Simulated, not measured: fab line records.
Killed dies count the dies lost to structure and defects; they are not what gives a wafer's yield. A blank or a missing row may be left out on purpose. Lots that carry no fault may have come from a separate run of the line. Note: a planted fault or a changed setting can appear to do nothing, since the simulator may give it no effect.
fab line records -- flow sky130
record lots=13, wafers=39, last-day=50
route steps=708 shown VIA2@509 VIA3@574 PAD_OPEN@708
lots that met no fault: from a run of the same line without faults
start-h: hours from the record's first day to the start of the lot's first wafer shown -- wait-h: how many hours have passed since the lot's step before this one -- " unchanged from the row above -- L1.1+2: a single row standing in for several wafers -- - no value, or no start was given -- * or withheld: withheld -- < > ~ a bound
route shown NAME@n: NAME is a module with steps in the file, n the number in the route of the first one -- usual: mean/standard deviation of fault-free wafers -- same: alike in all rows -- chamber/n: place in a boat -- sites: the reading at each site -- _std_site: how widely they spread, as a standard deviation -- _edge_site: inner sites' mean taken away from outer sites' mean -- radius-mm: how far each site lies from the wafer's centre -- mask NAME#n: copy n -- behind: tool/chamber where the wafer was last shaped -- hold: why the lot went on hold/how many hours it stayed there/how the hold came to an end -- device: whichever transistor did not switch (one of n, p or np) -- end of line: the route-end tests of the same wafers -- where a step has no rows: the recipe by itself -- killed: not the wafer's yield, but the dies lost to structure and defects at the first sort -- map: per-die view of a wafer (x killed, . not killed, _ where there is no die)
set.NAME: the run value of the setting; set.NAME@STEP: its run value at that earlier step -- model.NAME: the simulator's own value behind a step, which no gauge read
steps of the route over a sample of lots; a table a step, a row a wafer
services: a tool's chamber out of use, with start hour (start-h, from the record's first day; less than 0 if before it), hours out, and reason
## steps
# step SKY_VIA2_CMP_02
# recipe material=SiO2, down-force-psi=4, platen-rpm=60, pad-velocity-m-s=0.94248
# usual motor-current-A=12.6/1.7, retaining-ring-pressure-frac=1.000/0.0049
lot.wafer,tool,chamber,start-h,wait-h,motor-current-A,retaining-ring-pressure-frac
L786.1,cmp-02,2,820.00,0.1,13.9,0.996
L786.3,cmp-02,3,820.00,0.1,14.5,1.007
L786.5,cmp-02,2,820.00,0.1,13.5,1.000
L787.3,cmp-01,1,821.89,0.1,13.4,1.002
L787.2,cmp-01,2,821.89,0.1,13.2,0.996
L787.5,cmp-01,1,821.89,0.1,13.6,1.000
L788.2,cmp-02,0,836.24,0.2,11.1,1.007
L788.6,cmp-02,1,836.24,0.2,12.2,1.001
L788.5,cmp-02,2,836.24,0.2,13.8,1.009
L789.1,cmp-02,3,837.80,0.1,15.2,0.994
L789.4,cmp-02,0,837.80,0.1,10.2,0.996
L789.6,cmp-02,2,837.80,0.1,12.8,0.997
L792.2,cmp-02,0,866.44,0.1,10.9,0.998
L792.3,cmp-02,2,866.44,0.1,13.4,0.999
L792.5,cmp-02,0,866.44,0.1,11.0,0.998
L793.3,cmp-01,3,869.79,0.1,9.4,0.995
L793.1,cmp-01,0,869.79,0.1,12.4,1.000
L793.6,cmp-01,2,869.79,0.1,14.7,0.986
L795.3,cmp-01,0,902.40,0.0,12.3,1.000
L795.2,cmp-01,3,902.40,0.0,9.6,1.010
L795.5,cmp-01,1,902.40,0.0,14.2,1.003
L794.1,cmp-02,2,903.03,0.1,13.3,1.004
L794.2,cmp-02,3,903.03,0.1,15.3,0.999
L794.5,cmp-02,3,903.03,0.1,14.7,0.994
L797.3,cmp-01,3,904.75,0.1,8.9,0.999
L797.2,cmp-01,0,904.75,0.1,12.4,1.004
L797.6,cmp-01,1,904.75,0.1,13.7,1.003
L798.3,cmp-02,0,909.00,0.0,11.0,1.000
L798.2,cmp-02,3,909.00,0.0,15.7,1.009
L798.5,cmp-02,0,909.00,0.0,10.3,1.007
L799.1,cmp-02,2,916.03,0.1,13.6,0.999
L799.2,cmp-02,3,916.03,0.1,14.4,0.999
L799.3,cmp-02,0,916.03,0.1,10.7,0.999
L803.4,cmp-01,3,947.89,0.1,9.6,1.002
L803.3,cmp-01,0,947.89,0.1,12.2,1.003
L803.6,cmp-01,2,947.89,0.1,13.4,0.996
L809.4,cmp-01,2,977.64,0.0,14.0,0.999
L809.2,cmp-01,0,977.64,0.0,12.3,1.005
L809.5,cmp-01,3,977.64,0.0,10.1,0.997
# step SKY_VIA3_THK_MEAS_01
# recipe reads=SiO2_of_VIA3_HDPCVD_00
# usual VIA3_HDPCVD_THK=1646/20
lot.wafer,tool,chamber,start-h,wait-h,VIA3_HDPCVD_THK[nm]
L786.1,film-metro-01,-,902.07,0.1,1668
L786.3,film-metro-01,-,902.07,0.1,1619
L786.5,film-metro-01,-,902.07,0.1,1615
L787.2,film-metro-01,-,902.92,0.1,1656
L787.3,film-metro-01,-,902.92,0.1,1613
L787.5,film-metro-01,-,902.92,0.1,1666
L788.2,film-metro-03,-,916.43,0.1,1644
L788.5,film-metro-03,-,916.43,0.1,1603
L788.6,film-metro-03,-,916.43,0.1,1654
L789.1,film-metro-04,-,918.47,0.1,1684
L789.4,film-metro-04,-,918.47,0.1,1641
L789.6,film-metro-04,-,918.47,0.1,1666
L792.2,film-metro-03,-,946.40,0.1,1633
L792.3,film-metro-03,-,946.40,0.1,1659
L792.5,film-metro-03,-,946.40,0.1,1632
L793.1,film-metro-01,-,947.33,0.1,1683
L793.3,film-metro-01,-,947.33,0.1,1642
L793.6,film-metro-01,-,947.33,0.1,1683
L795.2,film-metro-03,-,980.30,0.1,1621
L795.3,film-metro-03,-,980.30,0.1,1632
L795.5,film-metro-03,-,980.30,0.1,1629
L794.1,film-metro-03,-,981.89,0.1,1640
L794.2,film-metro-03,-,981.89,0.1,1632
L794.5,film-metro-03,-,981.89,0.1,1627
L797.2,film-metro-01,-,982.74,0.2,1624
L797.3,film-metro-01,-,982.74,0.2,1660
L797.6,film-metro-01,-,982.74,0.2,1653
L798.2,film-metro-03,-,986.14,0.1,1638
L798.3,film-metro-03,-,986.14,0.1,1653
L798.5,film-metro-03,-,986.14,0.1,1629
L799.1,film-metro-03,-,992.58,0.1,1641
L799.2,film-metro-03,-,992.58,0.1,1687
L799.3,film-metro-03,-,992.58,0.1,1657
L803.3,film-metro-03,-,1022.42,0.1,1668
L803.4,film-metro-03,-,1022.42,0.1,1664
L803.6,film-metro-03,-,1022.42,0.1,1638
L809.2,film-metro-03,-,1050.38,0.1,1625
L809.4,film-metro-03,-,1050.38,0.1,1647
L809.5,film-metro-03,-,1050.38,0.1,1666
# step SKY_VIA3_CD_MEAS_12
# recipe target-cd-nm=200
# usual cd-nm=200.0/1.6
lot.wafer,tool,chamber,start-h,wait-h,cd-nm
L786.1,cd-sem-02,-,927.23,-,200.1
L786.3,cd-sem-02,-,927.23,-,200.7
L786.5,cd-sem-02,-,927.23,-,201.5
L787.2,cd-sem-02,-,928.49,-,199.7
L787.3,cd-sem-02,-,928.49,-,201.4
L787.5,cd-sem-02,-,928.49,-,200.5
L788.2,cd-sem-02,-,940.54,-,198.5
L788.5,cd-sem-02,-,940.54,-,198.7
L788.6,cd-sem-02,-,940.54,-,197.3
L789.1,cd-sem-01,-,943.03,-,201.8
L789.4,cd-sem-01,-,943.03,-,201.2
L789.6,cd-sem-01,-,943.03,-,203.2
L792.2,cd-sem-02,-,970.79,-,199.1
L792.3,cd-sem-02,-,970.79,-,200.1
L792.5,cd-sem-02,-,970.79,-,199.7
L793.1,cd-sem-02,-,972.07,-,197.0
L793.3,cd-sem-02,-,972.07,-,197.9
L793.6,cd-sem-02,-,972.07,-,197.5
L795.2,cd-sem-02,-,1003.49,-,199.5
L795.3,cd-sem-02,-,1003.49,-,198.8
L795.5,cd-sem-02,-,1003.49,-,198.8
L794.1,cd-sem-01,-,1005.58,-,200.5
L794.2,cd-sem-01,-,1005.58,-,200.2
L794.5,cd-sem-01,-,1005.58,-,201.8
L797.2,cd-sem-02,-,1006.54,-,201.5
L797.3,cd-sem-02,-,1006.54,-,201.2
L797.6,cd-sem-02,-,1006.54,-,201.8
L798.2,cd-sem-02,-,1010.30,-,198.3
L798.3,cd-sem-02,-,1010.30,-,198.2
L798.5,cd-sem-02,-,1010.30,-,197.9
L799.1,cd-sem-02,-,1016.18,-,200.6
L799.2,cd-sem-02,-,1016.18,-,200.1
L799.3,cd-sem-02,-,1016.18,-,200.4
L803.3,cd-sem-01,-,1044.52,-,199.6
L803.4,cd-sem-01,-,1044.52,-,201.6
L803.6,cd-sem-01,-,1044.52,-,201.6
L809.2,cd-sem-02,-,1072.34,-,203.3
L809.4,cd-sem-02,-,1072.34,-,202.9
L809.5,cd-sem-02,-,1072.34,-,201.0
# step SKY_VIA3_THK_MEAS_23
# recipe thk-meas-gauge=xrf, reads=W_of_VIA3_CVD_21
# usual VIA3_W_THK=376/6.1
lot.wafer,tool,chamber,start-h,wait-h,VIA3_W_THK[nm]
L786.1,film-metro-01,-,928.38,0.1,379
L786.3,film-metro-01,-,928.38,0.1,371
L786.5,film-metro-01,-,928.38,0.1,374
L787.2,film-metro-01,-,929.63,0.1,382
L787.3,film-metro-01,-,929.63,0.1,387
L787.5,film-metro-01,-,929.63,0.1,384
L788.2,film-metro-04,-,941.69,0.1,365
L788.5,film-metro-04,-,941.69,0.1,366
L788.6,film-metro-04,-,941.69,0.1,377
L789.1,film-metro-04,-,944.25,0.1,369
L789.4,film-metro-04,-,944.25,0.1,371
L789.6,film-metro-04,-,944.25,0.1,372
L792.2,film-metro-04,-,971.93,0.1,370
L792.3,film-metro-04,-,971.93,0.1,376
L792.5,film-metro-04,-,971.93,0.1,376
L793.1,film-metro-03,-,973.22,0.1,373
L793.3,film-metro-03,-,973.22,0.1,381
L793.6,film-metro-03,-,973.22,0.1,381
L795.2,film-metro-04,-,1004.64,0.1,372
L795.3,film-metro-04,-,1004.64,0.1,374
L795.5,film-metro-04,-,1004.64,0.1,372
L794.1,film-metro-04,-,1006.73,0.1,374
L794.2,film-metro-04,-,1006.73,0.1,373
L794.5,film-metro-04,-,1006.73,0.1,372
L797.2,film-metro-03,-,1007.68,0.1,370
L797.3,film-metro-03,-,1007.68,0.1,378
L797.6,film-metro-03,-,1007.68,0.1,373
L798.2,film-metro-04,-,1011.44,0.1,369
L798.3,film-metro-04,-,1011.44,0.1,375
L798.5,film-metro-04,-,1011.44,0.1,372
L799.1,film-metro-01,-,1017.33,0.1,386
L799.2,film-metro-01,-,1017.33,0.1,382
L799.3,film-metro-01,-,1017.33,0.1,379
L803.3,film-metro-04,-,1045.75,0.1,368
L803.4,film-metro-04,-,1045.75,0.1,370
L803.6,film-metro-04,-,1045.75,0.1,373
L809.2,film-metro-03,-,1073.49,0.1,375
L809.4,film-metro-03,-,1073.49,0.1,380
L809.5,film-metro-03,-,1073.49,0.1,382
# step SKY_PAD_OPEN_PROBE_99
# usual defect-limited-yield=82.5/1.9, killed_at_M0_to_M3=43/6.4, killed_at_M4_up=2.9/1.7, killed-at-contacts=24/5, killed-at-front-end=15/4, killed-at-other=0.4/0.62, killed-dies=86/9.3, killed-on-rim=17/3.5, killed-open=47/6.8, killed-short=38/5.8, sort_bin_3_pad_short=0.9/0.42, sort_bin_5_function=10.3/1.5, sort_bin_6_memory=6.3/1.1, sort-n-pass=406/9.3, sort-yield-pct=82.5/1.9
# same gross-dies=492, killed-at-back-side=0, sort_bin_4_leakage[%]=0, sort_bin_8_speed[%]=0
lot.wafer,tool,chamber,start-h,wait-h,hold,defect-limited-yield[%],killed_at_M0_to_M3,killed_at_M4_up,killed-at-contacts,killed-at-front-end,killed-at-other,killed-dies,killed-on-rim,killed-open,killed-short,sort_bin_3_pad_short[%],sort_bin_5_function[%],sort_bin_6_memory[%],sort-n-pass,sort-yield-pct[%]
L786.1,prober-02,-,1072.64,0.1,-,81.3,43,4,33,12,0,92,20,51,40,0.8,10.8,7.1,400,81.3
L786.3,prober-02,-,1072.74,0.2,-,80.9,53,4,21,15,1,94,18,48,46,0.8,11.2,7.1,398,80.9
L786.5,prober-02,-,1072.84,0.2,-,79.7,51,1,30,18,0,100,20,50,49,0.8,12.0,7.5,392,79.7
L787.2,prober-01,-,1076.14,0.1,-,85.2,31,4,22,16,0,73,13,37,36,0.4,8.9,5.5,419,85.2
L787.3,prober-01,-,1076.19,0.2,-,86.2,34,0,15,18,1,68,10,33,33,1.0,7.7,5.1,424,86.2
L787.5,prober-01,-,1076.29,0.2,-,81.5,45,0,30,16,0,91,21,54,37,0.4,10.4,7.7,401,81.5
L788.2,prober-02,-,1085.85,0.1,-,81.9,39,4,36,10,0,89,19,46,43,1.0,10.2,6.9,403,81.9
L788.5,prober-02,-,1086.00,0.2,-,85.4,42,1,19,10,0,72,14,39,32,1.2,6.7,6.7,420,85.4
L788.6,prober-02,-,1086.05,0.2,-,80.9,43,1,34,16,0,94,17,48,46,0.6,11.0,7.5,398,80.9
L789.1,prober-01,-,1087.75,0.1,-,85.0,39,3,20,12,0,74,14,38,36,0.2,9.1,5.7,418,85.0
L789.4,prober-01,-,1087.90,0.2,-,82.9,36,5,27,14,2,84,16,40,43,1.2,9.3,6.5,408,82.9
L789.6,prober-01,-,1088.00,0.2,-,81.9,40,4,22,22,1,89,21,60,29,0.8,12.4,4.9,403,81.9
L792.2,prober-02,-,1109.86,0.1,-,82.7,45,2,25,13,0,85,21,42,43,1.6,10.8,4.9,407,82.7
L792.3,prober-02,-,1109.91,0.2,-,86.8,29,4,16,16,0,65,8,33,31,0.4,7.5,5.3,427,86.8
L792.5,prober-02,-,1110.01,0.2,-,81.1,45,4,23,21,0,93,16,44,48,1.2,11.8,5.9,399,81.1
L793.1,prober-01,-,1111.02,0.1,-,80.7,59,2,23,10,1,95,17,47,48,1.6,11.2,6.5,397,80.7
L793.3,prober-01,-,1111.12,0.2,-,84.1,36,2,23,17,0,78,11,38,40,1.4,9.3,5.1,414,84.1
L793.6,prober-01,-,1111.27,0.2,-,82.7,43,3,18,18,3,85,13,49,36,0.6,10.4,6.3,407,82.7
L795.2,prober-02,-,1139.10,0.1,-,81.1,52,1,26,13,1,93,15,52,40,1.2,11.8,5.9,399,81.1
L795.3,prober-02,-,1139.15,0.2,-,85.0,37,1,22,14,0,74,16,42,32,1.2,8.7,5.1,418,85.0
L795.5,prober-02,-,1139.25,0.2,-,82.1,41,2,31,14,0,88,17,57,31,0.4,9.3,8.1,404,82.1
L794.1,prober-02,-,1140.35,0.1,-,83.1,37,4,23,19,0,83,16,42,39,0.8,10.4,5.7,409,83.1
L794.2,prober-02,-,1140.40,0.1,-,86.0,32,6,25,6,0,69,13,34,35,0.8,8.9,4.3,423,86.0
L794.5,prober-02,-,1140.55,0.2,-,80.3,55,4,22,15,1,97,13,52,44,1.0,11.6,7.1,395,80.3
L797.2,prober-02,-,1141.90,0.1,-,83.9,44,0,22,13,0,79,16,39,40,0.6,11.6,3.9,413,83.9
L797.3,prober-02,-,1141.95,0.2,-,85.4,38,3,21,10,0,72,16,45,27,0.2,10.4,4.1,420,85.4
L797.6,prober-02,-,1142.10,0.2,-,85.4,34,3,24,10,1,72,18,37,34,0.2,8.3,6.1,420,85.4
L798.2,prober-01,-,1144.85,0.1,await-dispo/4.5h/release,81.1,49,5,22,17,0,93,19,51,42,1.2,11.8,5.9,399,81.1
L798.3,prober-01,-,1144.90,0.2,await-dispo/4.5h/release,45.5,234,1,18,15,0,268,51,36,25,5.1,32.3,17.1,224,45.5
L798.5,prober-01,-,1145.00,0.2,await-dispo/4.5h/release,43.7,251,1,18,7,0,277,60,31,27,4.9,37.2,14.2,215,43.7
L799.1,prober-02,-,1150.34,0.1,await-dispo/0.7h/release,81.7,50,1,21,18,0,90,23,45,45,1.4,9.3,7.5,402,81.7
L799.2,prober-02,-,1150.39,0.1,await-dispo/0.7h/release,85.0,41,2,20,10,1,74,13,39,35,1.0,8.9,5.1,418,85.0
L799.3,prober-02,-,1150.44,0.2,await-dispo/0.7h/release,42.9,242,2,19,18,0,281,56,45,32,3.3,38.0,15.9,211,42.9
L803.3,prober-01,-,1170.33,0.2,-,82.5,42,7,27,10,0,86,20,38,48,1.4,10.8,5.3,406,82.5
L803.4,prober-01,-,1170.38,0.2,-,82.7,35,7,27,15,1,85,15,49,36,0.8,11.2,5.3,407,82.7
L803.6,prober-01,-,1170.48,0.2,-,83.7,39,4,18,19,0,80,18,38,42,0.6,9.3,6.3,412,83.7
L809.2,prober-02,-,1191.41,0.1,-,81.3,48,4,25,14,1,92,18,57,35,0.4,11.6,6.7,400,81.3
L809.4,prober-02,-,1191.51,0.2,-,84.1,33,0,23,22,0,78,11,38,38,1.4,8.9,5.5,414,84.1
L809.5,prober-02,-,1191.56,0.2,-,79.1,53,4,30,15,1,103,27,49,54,0.8,12.4,7.7,389,79.1
# killed by level:class
L786.1 LI_CONTACT:geometric-particle:open=10 VIA3:geometric-particle:open=10 CONTACT:geometric-particle:open=9 LI_CONTACT:geometric-particle:short=8 VIA1:geometric-particle:open=8 METAL1:geometric-particle:short=5 CONTACT:geometric-particle:short=4 VIA2:geometric-particle:open=4
L786.3 VIA1:geometric-particle:open=10 VIA2:geometric-particle:open=10 LI_CONTACT:geometric-particle:short=9 VIA3:geometric-particle:open=8 CONTACT:geometric-particle:open=6 VIA3:geometric-particle:short=5 VIA1:geometric-particle:short=5 VIA2:geometric-particle:short=5
L786.5 VIA1:geometric-particle:open=10 METAL1:geometric-particle:short=9 VIA3:geometric-particle:open=9 CONTACT:geometric-particle:open=8 LI_CONTACT:geometric-particle:open=6 VIA2:geometric-particle:open=6 CONTACT:geometric-particle:short=6 LOCAL_INTERCONNECT:geometric-particle:short=5
L787.2 VIA1:geometric-particle:open=8 CONTACT:geometric-particle:open=7 LOCAL_INTERCONNECT:geometric-particle:short=5 POLY_GATE:geometric-particle:short=4 POLY_GATE:geometric-particle:open=4 LI_CONTACT:geometric-particle:open=4 VIA1:geometric-particle:short=4 METAL2:geometric-particle:short=4
L787.3 VIA3:geometric-particle:short=7 CONTACT:geometric-particle:open=6 VIA3:geometric-particle:open=6 FIELD_ISO:geometric-particle:short=5 POLY_GATE:geometric-particle:open=5 VIA1:geometric-particle:open=5 VIA2:geometric-particle:open=5 VIA1:geometric-particle:short=4
L787.5 VIA1:geometric-particle:open=14 CONTACT:geometric-particle:open=10 LI_CONTACT:geometric-particle:open=8 VIA2:geometric-particle:open=7 FIELD_ISO:geometric-particle:short=6 CONTACT:geometric-particle:short=6 VIA1:geometric-particle:short=6 POLY_GATE:geometric-particle:open=4
L788.2 CONTACT:geometric-particle:open=12 LOCAL_INTERCONNECT:geometric-particle:short=8 VIA1:geometric-particle:open=8 CONTACT:geometric-particle:short=6 VIA3:geometric-particle:open=6 VIA3:geometric-particle:short=6 VIA2:geometric-particle:open=5 LOCAL_INTERCONNECT:geometric-particle:open=4
L788.5 VIA1:geometric-particle:open=10 VIA3:geometric-particle:open=6 LI_CONTACT:geometric-particle:open=5 LOCAL_INTERCONNECT:geometric-particle:short=5 VIA2:geometric-particle:open=5 METAL1:geometric-particle:short=4 METAL3:geometric-particle:short=3 CONTACT:geometric-particle:short=3
L788.6 LI_CONTACT:geometric-particle:open=13 CONTACT:geometric-particle:open=12 VIA1:geometric-particle:short=10 VIA1:geometric-particle:open=8 METAL2:geometric-particle:short=8 FIELD_ISO:geometric-particle:short=5 LOCAL_INTERCONNECT:geometric-particle:short=4 FIELD_ISO:geometric-particle:open=3
L789.1 VIA1:geometric-particle:open=10 CONTACT:geometric-particle:open=9 METAL2:geometric-particle:short=7 METAL1:geometric-particle:short=6 VIA3:geometric-particle:open=5 LI_CONTACT:geometric-particle:open=5 LI_CONTACT:geometric-particle:short=4 FIELD_ISO:geometric-particle:short=3
L789.4 LI_CONTACT:geometric-particle:open=11 CONTACT:geometric-particle:open=7 VIA2:geometric-particle:open=6 POLY_GATE:geometric-particle:short=5 VIA3:geometric-particle:short=5 METAL2:geometric-particle:short=4 METAL1:geometric-particle:short=4 VIA2:geometric-particle:short=4
L789.6 CONTACT:geometric-particle:open=10 VIA1:geometric-particle:open=9 FIELD_ISO:geometric-particle:open=8 VIA2:geometric-particle:open=6 LI_CONTACT:geometric-particle:open=5 VIA1:geometric-particle:short=5 VIA3:geometric-particle:open=5 METAL3:geometric-particle:open=4
L792.2 METAL2:geometric-particle:short=11 CONTACT:geometric-particle:open=10 VIA1:geometric-particle:open=9 LOCAL_INTERCONNECT:geometric-particle:short=6 FIELD_ISO:geometric-particle:short=5 POLY_GATE:geometric-particle:open=5 VIA2:geometric-particle:open=5 LI_CONTACT:geometric-particle:open=4
L792.3 VIA3:geometric-particle:open=9 CONTACT:geometric-particle:open=7 VIA1:geometric-particle:open=7 FIELD_ISO:geometric-particle:open=4 METAL2:geometric-particle:short=4 METAL3:geometric-particle:short=4 FIELD_ISO:geometric-particle:short=3 LI_CONTACT:geometric-particle:short=3
L792.5 VIA2:geometric-particle:open=8 METAL2:geometric-particle:short=8 VIA1:geometric-particle:open=8 LI_CONTACT:geometric-particle:open=6 CONTACT:geometric-particle:open=6 FIELD_ISO:geometric-particle:short=5 VIA3:geometric-particle:open=5 LOCAL_INTERCONNECT:geometric-particle:short=5
L793.1 VIA1:geometric-particle:open=14 LI_CONTACT:geometric-particle:open=9 METAL2:geometric-particle:short=8 METAL1:geometric-particle:short=7 VIA1:geometric-particle:short=7 VIA2:geometric-particle:open=7 CONTACT:geometric-particle:short=6 VIA3:geometric-particle:open=5
L793.3 VIA1:geometric-particle:open=8 VIA2:geometric-particle:open=8 LOCAL_INTERCONNECT:geometric-particle:short=6 CONTACT:geometric-particle:open=6 FIELD_ISO:geometric-particle:open=5 FIELD_ISO:geometric-particle:short=5 CONTACT:geometric-particle:short=5 METAL1:geometric-particle:short=4
L793.6 VIA1:geometric-particle:open=11 CONTACT:geometric-particle:open=7 METAL1:geometric-particle:short=7 POLY_GATE:geometric-particle:open=6 VIA3:geometric-particle:open=6 VIA2:geometric-particle:open=6 LI_CONTACT:geometric-particle:open=5 LOCAL_INTERCONNECT:geometric-particle:short=5
L795.2 VIA1:geometric-particle:open=15 CONTACT:geometric-particle:open=13 METAL2:geometric-particle:short=8 CONTACT:geometric-particle:short=7 METAL3:geometric-particle:short=7 VIA2:geometric-particle:open=6 FIELD_ISO:geometric-particle:open=5 VIA1:geometric-particle:short=4
L795.3 LI_CONTACT:geometric-particle:open=8 CONTACT:geometric-particle:open=8 METAL1:geometric-particle:short=7 FIELD_ISO:geometric-particle:open=5 VIA1:geometric-particle:open=5 VIA1:geometric-particle:short=5 VIA2:geometric-particle:open=5 VIA3:geometric-particle:open=5
L795.5 CONTACT:geometric-particle:open=12 VIA3:geometric-particle:open=9 VIA1:geometric-particle:open=9 LI_CONTACT:geometric-particle:open=8 POLY_GATE:geometric-particle:open=5 CONTACT:geometric-particle:short=5 METAL1:geometric-particle:short=4 VIA1:geometric-particle:short=4
L794.1 CONTACT:geometric-particle:open=8 VIA3:geometric-particle:open=8 LOCAL_INTERCONNECT:geometric-particle:short=6 METAL1:geometric-particle:short=6 POLY_GATE:geometric-particle:short=5 VIA2:geometric-particle:open=5 FIELD_ISO:geometric-particle:open=4 LI_CONTACT:geometric-particle:open=4
L794.2 CONTACT:geometric-particle:open=10 LOCAL_INTERCONNECT:geometric-particle:short=7 VIA1:geometric-particle:open=6 VIA2:geometric-particle:open=6 VIA1:geometric-particle:short=4 METAL2:geometric-particle:short=4 VIA3:geometric-particle:open=4 CONTACT:geometric-particle:short=3
L794.5 VIA1:geometric-particle:open=11 LI_CONTACT:geometric-particle:open=10 VIA2:geometric-particle:open=10 VIA1:geometric-particle:short=8 FIELD_ISO:geometric-particle:short=5 CONTACT:geometric-particle:open=5 CONTACT:geometric-particle:short=5 METAL2:geometric-particle:short=5
L797.2 VIA1:geometric-particle:open=15 METAL1:geometric-particle:short=12 POLY_GATE:geometric-particle:short=6 CONTACT:geometric-particle:open=6 CONTACT:geometric-particle:short=5 LOCAL_INTERCONNECT:geometric-particle:short=4 LI_CONTACT:geometric-particle:open=4 METAL2:geometric-particle:short=3
L797.3 VIA1:geometric-particle:open=12 CONTACT:geometric-particle:open=9 VIA2:geometric-particle:open=6 METAL1:geometric-particle:short=5 METAL2:geometric-particle:short=4 LI_CONTACT:geometric-particle:open=4 CONTACT:geometric-particle:short=4 FIELD_ISO:geometric-particle:open=3
L797.6 CONTACT:geometric-particle:open=9 METAL2:geometric-particle:short=7 LI_CONTACT:geometric-particle:open=5 METAL1:geometric-particle:short=5 VIA2:geometric-particle:open=5 VIA3:geometric-particle:open=5 FIELD_ISO:geometric-particle:short=4 LOCAL_INTERCONNECT:geometric-particle:short=4
L798.2 VIA1:geometric-particle:open=13 CONTACT:geometric-particle:open=10 LI_CONTACT:geometric-particle:open=9 METAL1:geometric-particle:short=8 METAL2:geometric-particle:short=8 VIA3:geometric-particle:open=6 POLY_GATE:geometric-particle:short=5 METAL4:geometric-particle:short=5
L798.3 VIA2:unspecified=207 LI_CONTACT:geometric-particle:open=8 FIELD_ISO:geometric-particle:open=6 CONTACT:geometric-particle:open=6 VIA1:geometric-particle:short=6 FIELD_ISO:geometric-particle:short=4 VIA2:geometric-particle:open=4 VIA3:geometric-particle:open=3
L798.5 VIA2:unspecified=218 VIA1:geometric-particle:open=8 LI_CONTACT:geometric-particle:open=5 CONTACT:geometric-particle:open=5 VIA3:geometric-particle:open=5 METAL2:geometric-particle:short=4 VIA2:geometric-particle:open=4 VIA3:geometric-particle:short=4
L799.1 VIA1:geometric-particle:open=15 FIELD_ISO:geometric-particle:short=8 VIA2:geometric-particle:open=8 VIA3:geometric-particle:short=6 CONTACT:geometric-particle:open=6 CONTACT:geometric-particle:short=5 METAL1:geometric-particle:short=5 FIELD_ISO:geometric-particle:open=4
L799.2 VIA2:geometric-particle:open=8 VIA1:geometric-particle:open=7 CONTACT:geometric-particle:open=6 LI_CONTACT:geometric-particle:open=5 CONTACT:geometric-particle:short=5 VIA1:geometric-particle:short=5 VIA3:geometric-particle:open=4 METAL3:geometric-particle:short=4
L799.3 VIA2:unspecified=203 VIA1:geometric-particle:open=13 LI_CONTACT:geometric-particle:open=6 FIELD_ISO:geometric-particle:open=5 POLY_GATE:geometric-particle:open=5 CONTACT:geometric-particle:short=5 CONTACT:geometric-particle:open=5 VIA2:geometric-particle:open=5
L803.3 LI_CONTACT:geometric-particle:open=9 VIA2:geometric-particle:short=7 CONTACT:geometric-particle:open=7 VIA1:geometric-particle:open=7 METAL1:geometric-particle:short=6 METAL3:geometric-particle:short=6 CONTACT:geometric-particle:short=5 POLY_GATE:geometric-particle:open=5
L803.4 CONTACT:geometric-particle:open=11 VIA1:geometric-particle:open=10 VIA1:geometric-particle:short=6 POLY_GATE:geometric-particle:short=5 VIA3:geometric-particle:open=5 POLY_GATE:geometric-particle:open=4 LI_CONTACT:geometric-particle:open=4 LOCAL_INTERCONNECT:geometric-particle:short=4
L803.6 VIA2:geometric-particle:open=8 LOCAL_INTERCONNECT:geometric-particle:short=7 VIA1:geometric-particle:short=7 METAL2:geometric-particle:short=7 POLY_GATE:geometric-particle:short=6 CONTACT:geometric-particle:open=6 VIA1:geometric-particle:open=5 POLY_GATE:geometric-particle:open=4
L809.2 CONTACT:geometric-particle:open=14 VIA1:geometric-particle:open=13 VIA2:geometric-particle:open=8 VIA2:geometric-particle:short=6 LI_CONTACT:geometric-particle:open=6 VIA3:geometric-particle:open=5 POLY_GATE:geometric-particle:short=4 METAL1:geometric-particle:short=4
L809.4 VIA1:geometric-particle:open=10 CONTACT:geometric-particle:open=9 POLY_GATE:geometric-particle:short=6 METAL1:geometric-particle:short=6 VIA1:geometric-particle:short=5 CONTACT:geometric-particle:short=5 FIELD_ISO:geometric-particle:short=4 POLY_GATE:geometric-particle:open=4
L809.5 VIA1:geometric-particle:open=15 METAL1:geometric-particle:short=8 VIA2:geometric-particle:open=8 LI_CONTACT:geometric-particle:open=7 LOCAL_INTERCONNECT:geometric-particle:short=7 CONTACT:geometric-particle:open=7 VIA2:geometric-particle:short=7 LI_CONTACT:geometric-particle:short=6
## services
tool,chamber,start-h,hours,kind
cmp-02,-,809.67,6.1,repair
cmp-02,-,821.56,0.5,repair
cmp-02,-,848.98,3.1,repair
cmp-02,-,852.05,6.3,pm
cmp-01,-,881.30,1.6,repair
cmp-01,-,912.14,4.0,pm
cmp-01,-,916.14,-,consumable-replace:conditioner
cmp-01,-,916.14,-,consumable-replace:pad
cmp-02,-,976.87,3.3,repair
## key
first-sign step=SKY_PAD_OPEN_PROBE_99, reading=killed_at_M0_to_M3, direction=up, sigmas=31, usual=43, struck=242
effect step=SKY_PAD_OPEN_PROBE_99, reading=defect-limited-yield, direction=down, sigmas=20, usual=82.5, struck=44.0
met-at SKY_VIA2_CMP_02
struck-lots L798,L799
struck-wafers L798.3,L798.5,L799.3
not-acting-at SKY_VIA3_THK_MEAS_01,SKY_VIA3_CD_MEAS_12,SKY_VIA3_THK_MEAS_23
onset-between 866.44 909.00
fault kind=chamber-particle-source, tool=cmp-02, chamber=0, onset-h=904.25, steps=SKY_VIA2_CMP_02, rate-per-visit-cm2=1.1555, end-h=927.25
